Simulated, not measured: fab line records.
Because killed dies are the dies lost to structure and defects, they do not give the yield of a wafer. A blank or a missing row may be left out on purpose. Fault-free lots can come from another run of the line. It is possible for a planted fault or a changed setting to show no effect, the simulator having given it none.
fab line records	flow sky130
record lots=24	wafers=72	lastDay=51
route steps=708 shown METAL2@489 VIA3@574 METAL4@601 VIA4@642
lots that met no fault: from a run of the same line without faults
startH: the number of hours between the record's first day and the start of the first shown wafer of the lot	waitH: hours from the lot's prior step to this one	" identical to the entry in the row above	L1.1+2: a single row standing in for several wafers	- no value present, or no start provided	* or withheld: withheld	< > ~ a bound
route shown NAME@n: names a module that has steps shown in the file, with the first one's number in the route	usual: average and standard deviation across the fault-free wafers	same: alike in all rows	chamber/n: place in a boat	sites: each site's reading	_std_site: standard deviation of those values	_edge_site: the outer-site mean with the inner-site mean subtracted	radiusMm: how far each site lies from the wafer's centre	mask NAME#n: copy n	behind: the tool/chamber that last shaped the wafer	hold: why the lot went on hold/how many hours it stayed there/how the hold came to an end	device: the n, p or np transistor that did not switch	end of line: tests run on the same wafers once the route is complete	a step with no rows: only its recipe	killed: dies lost to structure and defects at the first sort, not the wafer's yield	map: dies across one wafer; x = killed, . = not, _ = none there
set.NAME: the run value of the setting; set.NAME@STEP: its run value at that earlier step	model.NAME: the simulator's own value behind a step, which no gauge read
one table for each step of the route and one row for each wafer, over a sample of lots
services: when a tool's chamber went out of use (startH, in hours from the record's first day, below 0 if earlier), for how many hours, and the reason
## steps
# step SKY_METAL2_THK_MEAS_06
# recipe thkMeasGauge=xrf	reads=AlCu_of_METAL2_SPUTTER_02
# usual METAL2_ALCU_THK=250.6/2.9
lot.wafer	tool	chamber	startH	waitH	METAL2_ALCU_THK[nm]
L074.2	filmMetro-01	-	814.50	0.1	250.6
L074.3	"	-	"	"	245.0
L074.4	"	-	"	"	248.6
L075.3	filmMetro-01	-	821.63	0.1	251.2
L075.5	"	-	"	"	246.0
L075.6	"	-	"	"	246.2
L076.3	filmMetro-02	-	832.06	0.1	253.4
L076.4	"	-	"	"	252.7
L076.5	"	-	"	"	253.5
L077.2	filmMetro-02	-	839.88	0.1	250.8
L077.3	"	-	"	"	249.7
L077.6	"	-	"	"	249.4
L078.3	filmMetro-02	-	849.16	0.1	252.7
L078.4	"	-	"	"	251.6
L078.5	"	-	"	"	251.6
L079.1	filmMetro-02	-	852.57	0.1	253.6
L079.2	"	-	"	"	254.1
L079.4	"	-	"	"	253.1
L080.4	filmMetro-02	-	860.18	0.1	252.6
L080.5	"	-	"	"	250.4
L080.6	"	-	"	"	248.8
L081.1	filmMetro-01	-	869.44	0.1	251.8
L081.3	"	-	"	"	252.7
L081.6	"	-	"	"	250.6
L082.3	filmMetro-01	-	878.75	0.1	243.7
L082.4	"	-	"	"	242.8
L082.6	"	-	"	"	244.7
L083.1	filmMetro-02	-	882.03	0.1	253.1
L083.2	"	-	"	"	254.2
L083.5	"	-	"	"	253.8
L084.2	filmMetro-03	-	889.47	0.1	250.3
L084.5	"	-	"	"	249.5
L084.6	"	-	"	"	250.0
L085.1	filmMetro-01	-	902.33	0.1	253.1
L085.4	"	-	"	"	247.8
L085.6	"	-	"	"	249.8
L086.1	filmMetro-02	-	904.55	0.1	249.0
L086.2	"	-	"	"	249.6
L086.5	"	-	"	"	250.8
L087.2	filmMetro-01	-	917.39	0.1	251.3
L087.4	"	-	"	"	253.4
L087.5	"	-	"	"	254.0
L088.2	filmMetro-01	-	919.42	0.1	248.9
L088.3	"	-	"	"	250.8
L088.5	"	-	"	"	247.1
L089.2	filmMetro-01	-	926.67	0.1	249.8
L089.3	"	-	"	"	248.4
L089.6	"	-	"	"	246.3
L090.1	filmMetro-03	-	928.90	0.1	250.4
L090.4	"	-	"	"	254.8
L090.5	"	-	"	"	249.9
L091.1	filmMetro-03	-	940.68	0.1	253.6
L091.2	"	-	"	"	257.3
L091.4	"	-	"	"	255.9
L092.3	filmMetro-02	-	953.02	0.1	247.6
L092.5	"	-	"	"	246.7
L092.6	"	-	"	"	249.3
L093.2	filmMetro-03	-	954.25	0.1	253.4
L093.4	"	-	"	"	250.7
L093.5	"	-	"	"	252.3
L094.1	filmMetro-01	-	957.25	0.1	252.2
L094.4	"	-	"	"	252.1
L094.6	"	-	"	"	253.2
L095.1	filmMetro-02	-	963.78	0.1	246.2
L095.4	"	-	"	"	248.5
L095.6	"	-	"	"	247.0
L096.1	filmMetro-01	-	974.37	0.1	253.4
L096.3	"	-	"	"	254.6
L096.5	"	-	"	"	250.4
L097.2	filmMetro-01	-	982.55	0.1	252.3
L097.4	"	-	"	"	248.9
L097.6	"	-	"	"	252.3
# step SKY_VIA3_THK_MEAS_01
# recipe reads=SiO2_of_VIA3_HDPCVD_00
# usual VIA3_HDPCVD_THK=1629/16
lot.wafer	tool	chamber	startH	waitH	VIA3_HDPCVD_THK[nm]
L074.2	filmMetro-01	-	925.41	0.1	1569
L074.3	"	-	"	"	1631
L074.4	"	-	"	"	1603
L075.3	filmMetro-04	-	932.60	0.1	1634
L075.5	"	-	"	"	1631
L075.6	"	-	"	"	1621
L076.3	filmMetro-01	-	941.12	0.1	1637
L076.4	"	-	"	"	1625
L076.5	"	-	"	"	1636
L077.2	filmMetro-03	-	948.06	0.1	1646
L077.3	"	-	"	"	1630
L077.6	"	-	"	"	1636
L078.3	filmMetro-03	-	958.58	0.1	1666
L078.4	"	-	"	"	1649
L078.5	"	-	"	"	1644
L079.1	filmMetro-04	-	961.36	0.1	1613
L079.2	"	-	"	"	1622
L079.4	"	-	"	"	1639
L080.4	filmMetro-04	-	966.10	0.0	1648
L080.5	"	-	"	"	1654
L080.6	"	-	"	"	1642
L081.1	filmMetro-03	-	977.23	0.1	1617
L081.3	"	-	"	"	1637
L081.6	"	-	"	"	1628
L082.3	filmMetro-04	-	984.70	0.1	1627
L082.4	"	-	"	"	1609
L082.6	"	-	"	"	1632
L083.1	filmMetro-01	-	988.75	0.1	1622
L083.2	"	-	"	"	1644
L083.5	"	-	"	"	1621
L084.2	filmMetro-03	-	994.92	0.2	1608
L084.5	"	-	"	"	1616
L084.6	"	-	"	"	1637
L085.1	filmMetro-01	-	1007.13	0.1	1623
L085.4	"	-	"	"	1624
L085.6	"	-	"	"	1620
L086.1	filmMetro-03	-	1009.43	0.1	1614
L086.2	"	-	"	"	1602
L086.5	"	-	"	"	1619
L087.2	filmMetro-01	-	1019.25	0.1	1628
L087.4	"	-	"	"	1627
L087.5	"	-	"	"	1611
L088.2	filmMetro-04	-	1021.34	0.1	1623
L088.3	"	-	"	"	1617
L088.5	"	-	"	"	1622
L089.2	filmMetro-03	-	1028.77	0.1	1642
L089.3	"	-	"	"	1653
L089.6	"	-	"	"	1662
L090.1	filmMetro-03	-	1030.99	0.1	1630
L090.4	"	-	"	"	1647
L090.5	"	-	"	"	1638
L091.1	filmMetro-04	-	1039.96	0.1	1637
L091.2	"	-	"	"	1647
L091.4	"	-	"	"	1594
L092.3	filmMetro-01	-	1052.78	0.1	1639
L092.5	"	-	"	"	1631
L092.6	"	-	"	"	1634
L093.2	filmMetro-01	-	1054.74	0.1	1659
L093.4	"	-	"	"	1644
L093.5	"	-	"	"	1646
L094.1	filmMetro-01	-	1057.85	0.1	1635
L094.4	"	-	"	"	1626
L094.6	"	-	"	"	1608
L095.1	filmMetro-04	-	1062.63	0.1	1641
L095.4	"	-	"	"	1630
L095.6	"	-	"	"	1635
L096.1	filmMetro-01	-	1071.88	0.1	1644
L096.3	"	-	"	"	1650
L096.5	"	-	"	"	1651
L097.2	filmMetro-01	-	1078.56	0.1	1641
L097.4	"	-	"	"	1632
L097.6	"	-	"	"	1632
# step SKY_METAL4_SPUTTER_03
# recipe material=Ti	targetThkNm=5	powerW=3000	timeS=3.3	chamberPressurePa=0.4
# usual cathodeDcPowerW=3000.0/0.53	throttleValvePct=30.0/1.2
lot.wafer	tool	chamber	startH	waitH	cathodeDcPowerW	throttleValvePct
L074.2	pvdSputter-01	-	953.15	0.0	3000.4	31.5
L074.3	"	-	"	"	3000.2	28.7
L074.4	"	-	"	"	2999.3	30.8
L075.3	pvdSputter-01	-	959.50	0.0	2999.8	28.8
L075.5	"	-	"	"	2999.2	28.4
L075.6	"	-	"	"	3000.9	31.4
L076.3	pvdSputter-03	-	967.90	0.0	3000.4	29.6
L076.4	"	-	"	"	2999.7	31.5
L076.5	"	-	"	"	2999.2	27.8
L077.2	pvdSputter-04	-	974.67	0.0	2999.2	31.4
L077.3	"	-	"	"	2999.5	30.9
L077.6	"	-	"	"	3000.6	29.5
L078.3	pvdSputter-04	-	985.43	0.0	2999.7	31.2
L078.4	"	-	"	"	2999.8	31.4
L078.5	"	-	"	"	3001.2	31.2
L079.1	pvdSputter-04	-	987.34	0.0	3000.9	31.4
L079.2	"	-	"	"	3000.1	31.1
L079.4	"	-	"	"	2999.8	29.5
L080.4	pvdSputter-03	-	992.62	0.0	3000.3	27.6
L080.5	"	-	"	"	3000.2	29.9
L080.6	"	-	"	"	2999.9	31.1
L081.1	pvdSputter-04	-	1004.22	0.0	2998.7	30.5
L081.3	"	-	"	"	3000.2	31.4
L081.6	"	-	"	"	3000.7	29.5
L082.3	pvdSputter-01	-	1010.66	0.0	3000.4	30.5
L082.4	"	-	"	"	3000.7	29.3
L082.6	"	-	"	"	3000.1	28.5
L083.1	pvdSputter-01	-	1015.47	0.0	3000.5	28.9
L083.2	"	-	"	"	2999.8	31.3
L083.5	"	-	"	"	3001.3	31.0
L084.2	pvdSputter-01	-	1021.05	0.0	3000.2	31.3
L084.5	"	-	"	"	3000.5	29.0
L084.6	"	-	"	"	3000.6	30.7
L085.1	pvdSputter-01	-	1032.30	0.0	2999.1	31.0
L085.4	"	-	"	"	2999.8	30.7
L085.6	"	-	"	"	2998.9	29.4
L086.1	pvdSputter-03	-	1034.14	0.0	3000.8	29.8
L086.2	"	-	"	"	2999.8	27.5
L086.5	"	-	"	"	2999.2	31.4
L087.2	pvdSputter-01	-	1043.91	0.0	3000.3	30.5
L087.4	"	-	"	"	2999.6	28.7
L087.5	"	-	"	"	2999.5	28.6
L088.2	pvdSputter-03	-	1045.82	0.0	2999.5	31.4
L088.3	"	-	"	"	3000.9	28.3
L088.5	"	-	"	"	2999.3	28.7
L089.2	pvdSputter-01	-	1054.17	0.0	3000.2	31.3
L089.3	"	-	"	"	2999.8	30.7
L089.6	"	-	"	"	3000.6	29.6
L090.1	pvdSputter-01	-	1056.44	0.0	3000.0	29.7
L090.4	"	-	"	"	3000.5	30.8
L090.5	"	-	"	"	2999.9	30.8
L091.1	pvdSputter-04	-	1065.72	0.0	2999.2	30.6
L091.2	"	-	"	"	2999.9	31.4
L091.4	"	-	"	"	3000.6	29.4
L092.3	pvdSputter-04	-	1075.87	0.0	3000.5	31.2
L092.5	"	-	"	"	2998.8	30.7
L092.6	"	-	"	"	3000.6	30.3
L093.2	pvdSputter-03	-	1078.38	0.0	2999.9	31.1
L093.4	"	-	"	"	2999.9	29.7
L093.5	"	-	"	"	3001.0	28.5
L094.1	pvdSputter-03	-	1081.51	0.0	3000.3	31.1
L094.4	"	-	"	"	2999.6	29.9
L094.6	"	-	"	"	3000.0	28.7
L095.1	pvdSputter-03	-	1086.97	0.0	2999.5	27.4
L095.4	"	-	"	"	3000.1	28.7
L095.6	"	-	"	"	2999.4	29.9
L096.1	pvdSputter-04	-	1095.36	0.0	3000.5	30.9
L096.3	"	-	"	"	2999.5	29.4
L096.5	"	-	"	"	3000.4	30.7
L097.2	pvdSputter-03	-	1102.75	0.0	3000.9	28.6
L097.4	"	-	"	"	2999.8	29.9
L097.6	"	-	"	"	3000.7	27.7
# step SKY_METAL4_SPUTTER_04
# recipe material=TiN	targetThkNm=70	powerW=6500	timeS=58.3	chamberPressurePa=0.4
# usual cathodeDcPowerW=6499.9/1.2	throttleValvePct=29.9/1.2
lot.wafer	tool	chamber	startH	waitH	cathodeDcPowerW	throttleValvePct
L074.2	pvdSputter-01	-	953.17	0.0	6501.5	31.3
L074.3	"	-	"	"	6498.0	29.1
L074.4	"	-	"	"	6498.9	30.7
L075.3	pvdSputter-01	-	959.52	0.0	6499.3	28.5
L075.5	"	-	"	"	6500.2	28.4
L075.6	"	-	"	"	6499.4	31.3
L076.3	pvdSputter-03	-	967.92	0.0	6500.3	29.6
L076.4	"	-	"	"	6502.8	31.1
L076.5	"	-	"	"	6499.7	27.3
L077.2	pvdSputter-04	-	974.69	0.0	6503.6	31.5
L077.3	"	-	"	"	6500.1	30.8
L077.6	"	-	"	"	6499.6	29.8
L078.3	pvdSputter-04	-	985.44	0.0	6499.9	30.8
L078.4	"	-	"	"	6500.8	31.6
L078.5	"	-	"	"	6502.5	31.3
L079.1	pvdSputter-04	-	987.36	0.0	6501.1	31.7
L079.2	"	-	"	"	6501.9	30.7
L079.4	"	-	"	"	6502.2	29.8
L080.4	pvdSputter-03	-	992.64	0.0	6499.8	27.4
L080.5	"	-	"	"	6500.5	29.8
L080.6	"	-	"	"	6497.6	31.4
L081.1	pvdSputter-04	-	1004.24	0.0	6499.6	30.6
L081.3	"	-	"	"	6502.0	31.5
L081.6	"	-	"	"	6501.3	29.3
L082.3	pvdSputter-01	-	1010.68	0.0	6500.3	31.0
L082.4	"	-	"	"	6499.2	29.5
L082.6	"	-	"	"	6500.4	28.8
L083.1	pvdSputter-01	-	1015.48	0.0	6498.3	28.9
L083.2	"	-	"	"	6500.5	31.5
L083.5	"	-	"	"	6501.5	31.2
L084.2	pvdSputter-01	-	1021.07	0.0	6502.1	31.2
L084.5	"	-	"	"	6500.4	29.4
L084.6	"	-	"	"	6499.0	30.6
L085.1	pvdSputter-01	-	1032.32	0.0	6498.7	31.2
L085.4	"	-	"	"	6497.1	30.7
L085.6	"	-	"	"	6499.8	29.7
L086.1	pvdSputter-03	-	1034.16	0.0	6501.0	29.6
L086.2	"	-	"	"	6499.6	27.4
L086.5	"	-	"	"	6500.3	31.5
L087.2	pvdSputter-01	-	1043.93	0.0	6499.0	30.7
L087.4	"	-	"	"	6499.0	28.7
L087.5	"	-	"	"	6501.1	28.5
L088.2	pvdSputter-03	-	1045.83	0.0	6498.8	31.3
L088.3	"	-	"	"	6498.9	28.4
L088.5	"	-	"	"	6499.7	28.6
L089.2	pvdSputter-01	-	1054.19	0.0	6500.6	31.1
L089.3	"	-	"	"	6498.9	30.5
L089.6	"	-	"	"	6500.0	29.6
L090.1	pvdSputter-01	-	1056.45	0.0	6499.8	29.4
L090.4	"	-	"	"	6499.0	30.9
L090.5	"	-	"	"	6499.0	30.5
L091.1	pvdSputter-04	-	1065.74	0.0	6500.0	30.5
L091.2	"	-	"	"	6498.1	31.5
L091.4	"	-	"	"	6499.4	29.4
L092.3	pvdSputter-04	-	1075.89	0.0	6498.7	30.7
L092.5	"	-	"	"	6498.4	30.7
L092.6	"	-	"	"	6500.1	30.4
L093.2	pvdSputter-03	-	1078.39	0.0	6499.2	31.5
L093.4	"	-	"	"	6498.3	29.7
L093.5	"	-	"	"	6500.4	28.6
L094.1	pvdSputter-03	-	1081.53	0.0	6499.9	31.1
L094.4	"	-	"	"	6501.3	29.8
L094.6	"	-	"	"	6499.9	28.5
L095.1	pvdSputter-03	-	1086.99	0.0	6499.1	27.5
L095.4	"	-	"	"	6497.9	28.5
L095.6	"	-	"	"	6500.7	29.4
L096.1	pvdSputter-04	-	1095.38	0.0	6501.9	30.7
L096.3	"	-	"	"	6501.1	29.7
L096.5	"	-	"	"	6498.8	31.0
L097.2	pvdSputter-03	-	1102.76	0.0	6499.5	28.5
L097.4	"	-	"	"	6499.3	29.4
L097.6	"	-	"	"	6499.7	27.3
# step SKY_VIA4_BOW_MEAS_03
# recipe mode=bow
# usual VIA4_BOW=80/8.2
lot.wafer	tool	chamber	startH	waitH	VIA4_BOW[um]
L074.2	filmMetro-01	-	1005.24	0.3	80
L074.3	"	-	"	"	79
L074.4	"	-	"	"	85
L075.3	filmMetro-01	-	1011.36	0.1	77
L075.5	"	-	"	"	92
L075.6	"	-	"	"	79
L076.3	filmMetro-04	-	1017.67	0.2	79
L076.4	"	-	"	"	87
L076.5	"	-	"	"	66
L077.2	filmMetro-01	-	1025.39	0.2	69
L077.3	"	-	"	"	80
L077.6	"	-	"	"	90
L078.3	filmMetro-01	-	1035.93	0.3	78
L078.4	"	-	"	"	68
L078.5	"	-	"	"	70
L079.1	filmMetro-01	-	1037.28	0.2	71
L079.2	"	-	"	"	84
L079.4	"	-	"	"	70
L080.4	filmMetro-04	-	1041.23	0.2	76
L080.5	"	-	"	"	68
L080.6	"	-	"	"	82
L081.1	filmMetro-04	-	1052.62	0.2	83
L081.3	"	-	"	"	80
L081.6	"	-	"	"	78
L082.3	filmMetro-04	-	1060.09	0.2	87
L082.4	"	-	"	"	89
L082.6	"	-	"	"	90
L083.1	filmMetro-04	-	1064.21	0.2	93
L083.2	"	-	"	"	85
L083.5	"	-	"	"	81
L084.2	filmMetro-02	-	1069.45	0.1	80
L084.5	"	-	"	"	93
L084.6	"	-	"	"	80
L085.1	filmMetro-04	-	1078.72	0.1	77
L085.4	"	-	"	"	87
L085.6	"	-	"	"	77
L086.1	filmMetro-04	-	1081.67	0.2	78
L086.2	"	-	"	"	79
L086.5	"	-	"	"	92
L087.2	filmMetro-01	-	1090.47	0.2	63
L087.4	"	-	"	"	65
L087.5	"	-	"	"	71
L088.2	filmMetro-02	-	1092.18	0.1	97
L088.3	"	-	"	"	83
L088.5	"	-	"	"	91
L089.2	filmMetro-04	-	1099.10	0.2	73
L089.3	"	-	"	"	81
L089.6	"	-	"	"	94
L090.1	filmMetro-04	-	1102.36	0.2	85
L090.4	"	-	"	"	69
L090.5	"	-	"	"	68
L091.1	filmMetro-02	-	1111.17	0.2	86
L091.2	"	-	"	"	84
L091.4	"	-	"	"	85
L092.3	filmMetro-02	-	1120.59	0.1	87
L092.5	"	-	"	"	102
L092.6	"	-	"	"	83
L093.2	filmMetro-04	-	1123.66	0.2	74
L093.4	"	-	"	"	80
L093.5	"	-	"	"	94
L094.1	filmMetro-04	-	1125.81	0.2	74
L094.4	"	-	"	"	73
L094.6	"	-	"	"	65
L095.1	filmMetro-02	-	1131.06	0.2	81
L095.4	"	-	"	"	77
L095.6	"	-	"	"	79
L096.1	filmMetro-02	-	1139.40	0.2	69
L096.3	"	-	"	"	75
L096.5	"	-	"	"	81
L097.2	filmMetro-02	-	1145.87	0.1	70
L097.4	"	-	"	"	89
L097.6	"	-	"	"	73
# step SKY_VIA4_RS_MEAS_19
# recipe thkMeasGauge=four-point-probe	reads=W_of_VIA4_CVD_18+TiN_of_VIA4_SPUTTER_17
# usual VIA4_W_RS=0.2286/0.0028
lot.wafer	tool	chamber	startH	waitH	VIA4_W_RS[ohm/sq]
L074.2	filmMetro-04	-	1028.65	0.1	0.2312
L074.3	"	-	"	"	0.2332
L074.4	"	-	"	"	0.2283
L075.3	filmMetro-02	-	1035.47	0.1	0.2289
L075.5	"	-	"	"	0.2285
L075.6	"	-	"	"	0.2267
L076.3	filmMetro-04	-	1041.86	0.1	0.2361
L076.4	"	-	"	"	0.2316
L076.5	"	-	"	"	0.2341
L077.2	filmMetro-01	-	1049.23	0.1	0.2233
L077.3	"	-	"	"	0.2220
L077.6	"	-	"	"	0.2234
L078.3	filmMetro-04	-	1059.36	0.1	0.2303
L078.4	"	-	"	"	0.2291
L078.5	"	-	"	"	0.2252
L079.1	filmMetro-02	-	1061.35	0.1	0.2308
L079.2	"	-	"	"	0.2307
L079.4	"	-	"	"	0.2346
L080.4	filmMetro-01	-	1064.53	0.1	0.2317
L080.5	"	-	"	"	0.2311
L080.6	"	-	"	"	0.2325
L081.1	filmMetro-02	-	1074.34	0.1	0.2311
L081.3	"	-	"	"	0.2280
L081.6	"	-	"	"	0.2278
L082.3	filmMetro-02	-	1083.02	0.1	0.2308
L082.4	"	-	"	"	0.2284
L082.6	"	-	"	"	0.2321
L083.1	filmMetro-01	-	1086.59	0.1	0.2319
L083.2	"	-	"	"	0.2270
L083.5	"	-	"	"	0.2271
L084.2	filmMetro-02	-	1091.88	0.2	0.2266
L084.5	"	-	"	"	0.2238
L084.6	"	-	"	"	0.2283
L085.1	filmMetro-02	-	1100.92	0.1	0.2259
L085.4	"	-	"	"	0.2247
L085.6	"	-	"	"	0.2264
L086.1	filmMetro-04	-	1103.11	0.2	0.2233
L086.2	"	-	"	"	0.2283
L086.5	"	-	"	"	0.2292
L087.2	filmMetro-02	-	1112.45	0.1	0.2270
L087.4	"	-	"	"	0.2281
L087.5	"	-	"	"	0.2270
L088.2	filmMetro-02	-	1113.45	0.1	0.2289
L088.3	"	-	"	"	0.2265
L088.5	"	-	"	"	0.2247
L089.2	filmMetro-01	-	1120.84	0.1	0.2289
L089.3	"	-	"	"	0.2302
L089.6	"	-	"	"	0.2274
L090.1	filmMetro-02	-	1122.87	0.1	0.2278
L090.4	"	-	"	"	0.2289
L090.5	"	-	"	"	0.2298
L091.1	filmMetro-02	-	1132.20	0.1	0.2309
L091.2	"	-	"	"	0.2260
L091.4	"	-	"	"	0.2307
L092.3	filmMetro-04	-	1141.04	0.1	0.2301
L092.5	"	-	"	"	0.2233
L092.6	"	-	"	"	0.2307
L093.2	filmMetro-02	-	1144.15	0.1	0.2286
L093.4	"	-	"	"	0.2309
L093.5	"	-	"	"	0.2289
L094.1	filmMetro-04	-	1145.77	0.1	0.2259
L094.4	"	-	"	"	0.2267
L094.6	"	-	"	"	0.2305
L095.1	filmMetro-04	-	1151.23	0.1	0.2289
L095.4	"	-	"	"	0.2239
L095.6	"	-	"	"	0.2271
L096.1	filmMetro-04	-	1158.93	0.1	0.2269
L096.3	"	-	"	"	0.2287
L096.5	"	-	"	"	0.2267
L097.2	filmMetro-01	-	1166.18	0.1	0.2326
L097.4	"	-	"	"	0.2287
L097.6	"	-	"	"	0.2271
## services
tool	chamber	startH	hours	kind
pvdSputter-03	3	1000.43	-	consumableReplace:kit
pvdSputter-03	3	1000.43	18.0	scheduledDown
pvdSputter-03	3	1000.43	18.0	ventCycle
pvdSputter-03	-	1009.19	7.6	repair
pvdSputter-01	1	1083.67	-	consumableReplace:kit
pvdSputter-01	1	1083.67	18.0	scheduledDown
pvdSputter-01	1	1083.67	18.0	ventCycle
pvdSputter-04	2	1091.69	-	consumableReplace:kit
pvdSputter-04	2	1091.69	18.0	scheduledDown
pvdSputter-04	2	1091.69	18.0	ventCycle
## key
fault none
